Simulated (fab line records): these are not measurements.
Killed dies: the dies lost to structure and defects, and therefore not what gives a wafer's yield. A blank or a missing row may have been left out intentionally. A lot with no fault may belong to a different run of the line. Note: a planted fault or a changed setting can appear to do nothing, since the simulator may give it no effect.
A lot that was struck, set against a sound lot	flow sky130	29 out of 708 route steps
Sound: the wafers L978.1, L978.5, L978.6. Struck: wafer L991.2 (L991.3, L991.4, from the same lot, were not struck and are left out); the cause is given at the end.
At each step with rows: each side's tool, then ch and its chambers, then its first start. Under that, the readings that differ: sound wafers	struck wafers	difference of the means	sigmas: that difference in standard deviations of wafers without a fault.
alike: readings whose means differ by less than 2 such deviations, and words and numbers that are the same on both sides. not compared: withheld readings, readings that some wafer has no value for, bounds like >300 that may hide the same value, and numbers for which the record gives no deviation and whose values overlap.
Wherever a step has rows on one side only, a row that says differs or no value, or a row with sigmas, the two part there. Non-overlapping numbers with no deviation appear without sigmas and do not part them. A reading missing from all wafers of one side parts the sides only when that side holds two or more wafers.

first, 9 steps without rows for these wafers: SKY_METAL2_DEVELOP_14 (develop time 60 s); SKY_METAL2_DESCUM_17 (chemistry O2, time 8 s); SKY_METAL2_ETCH_18 (etches BARC in N2/H2, stops on SiO2, time 45.9 s, target depth 60 nm); SKY_METAL2_METAL_ETCH_19 (etches the open film in Cl2/BCl3, stops on SiO2, target depth 360 nm, time 78 s); SKY_METAL2_STRIP_20 (strips in O2/N2); SKY_METAL2_STRIP_21 (strips in post etch residue remover, time 1200 s); SKY_METAL2_CLEAN_22 (cleans in IPA, time 180 s); SKY_METAL2_CLEAN_23 (cleans in O3/DIW); SKY_VIA2_HDPCVD_00 (deposits SiO2, target thk 1180 nm, time 196.7 s).
SKY_VIA2_CMP_02: polishes SiO2.
  sound on cmp-02 ch 0,1, day 37 00:14; struck on cmp-02 ch 1, day 41 00:56
reading	sound	struck	difference	sigmas
model.SiO2_of_VIA2_HDPCVD_00.thk-nm (nm)	496.4 495.4 495.6	741.6	+245.8	
  alike: head-pressure-psi, motor-current-A, slurry-filter-dp-kPa, slurry-flow-ml-min
then, 9 steps without rows for these wafers: SKY_VIA2_DEHYDRATE_04 (time 60 s); SKY_VIA2_HMDS_05 (prime time 60 s); SKY_VIA2_COAT_06 (resist thk 60 nm); SKY_VIA2_COAT_07 (resist thk 450 nm); SKY_VIA2_SOFTBAKE_08 (time 90 s); SKY_VIA2_EXPOSE_09 (exposes mask VIM2, target cd 200 nm); SKY_VIA2_PEB_10; SKY_VIA2_DEVELOP_11 (develop time 60 s); SKY_VIA2_ETCH_14 (etches BARC in N2/H2, stops on SiO2, time 45.9 s, target depth 60 nm).
SKY_VIA2_ETCH_15: etches SiO2 in C4F8/O2/Ar, stops on TiN, target depth 546 nm, time 84 s.
  sound on rie-diel-01 ch 1,2,3, day 38 03:29; struck on rie-diel-01 ch 1, day 42 00:36
reading	sound	struck	difference	sigmas
oes-product-au (a.u.)	0.939 0.939 0.940	1.003	+0.064	+14
model.etch.depth-nm (nm)	496.4 495.4 495.6	541.2	+45.4	
model.VIA2.feature-depth-nm (nm)	496.4 495.4 495.6	541.2	+45.4	
  not compared: rf-hours-counter-h
then, 6 steps without rows for these wafers: SKY_VIA2_STRIP_16 (strips in O2/N2); SKY_VIA2_STRIP_17 (strips in post etch residue remover, time 1200 s); SKY_VIA2_CLEAN_18 (cleans in IPA, time 180 s); SKY_VIA2_CLEAN_19 (cleans in O3/DIW); SKY_VIA2_SPUTTER_20 (material TiN, target thk 20 nm, time 80 s); SKY_VIA2_CVD_21 (deposits W, target thk 420 nm, time 126.4 s).
SKY_VIA2_CMP_24: polishes, stops on SiO2, t overpolish 20 s, target thk 0 nm.
  sound on cmp-02 ch 0,3, day 38 04:37; struck on cmp-02 ch 2, day 42 01:38
reading	sound	struck	difference	sigmas
model.SiO2_of_VIA2_HDPCVD_00.thk-nm (nm)	492 491 491.2	737.2	+245.8	
  alike: head-pressure-psi, motor-current-A, slurry-filter-dp-kPa, slurry-flow-ml-min
then, 1 step without rows for these wafers: SKY_METAL3_SPUTTER_00 (material Ti, target thk 15 nm, time 10 s).
-- the record jumps here: 8 days lie between the struck wafers' starts before and after (it left off in module METAL3 and takes up again in module PAD_OPEN, whose first step shown is number 708 of the route) --
SKY_PAD_OPEN_PROBE_99:
  rows exist in the record for the struck wafers here (prober-01, day 50 03:37), but not for the sound ones

== WHERE THEY PART ==
Earliest at SKY_VIA2_ETCH_15; latest, in this record, at SKY_PAD_OPEN_PROBE_99.

WHY: what had been put in by the simulator
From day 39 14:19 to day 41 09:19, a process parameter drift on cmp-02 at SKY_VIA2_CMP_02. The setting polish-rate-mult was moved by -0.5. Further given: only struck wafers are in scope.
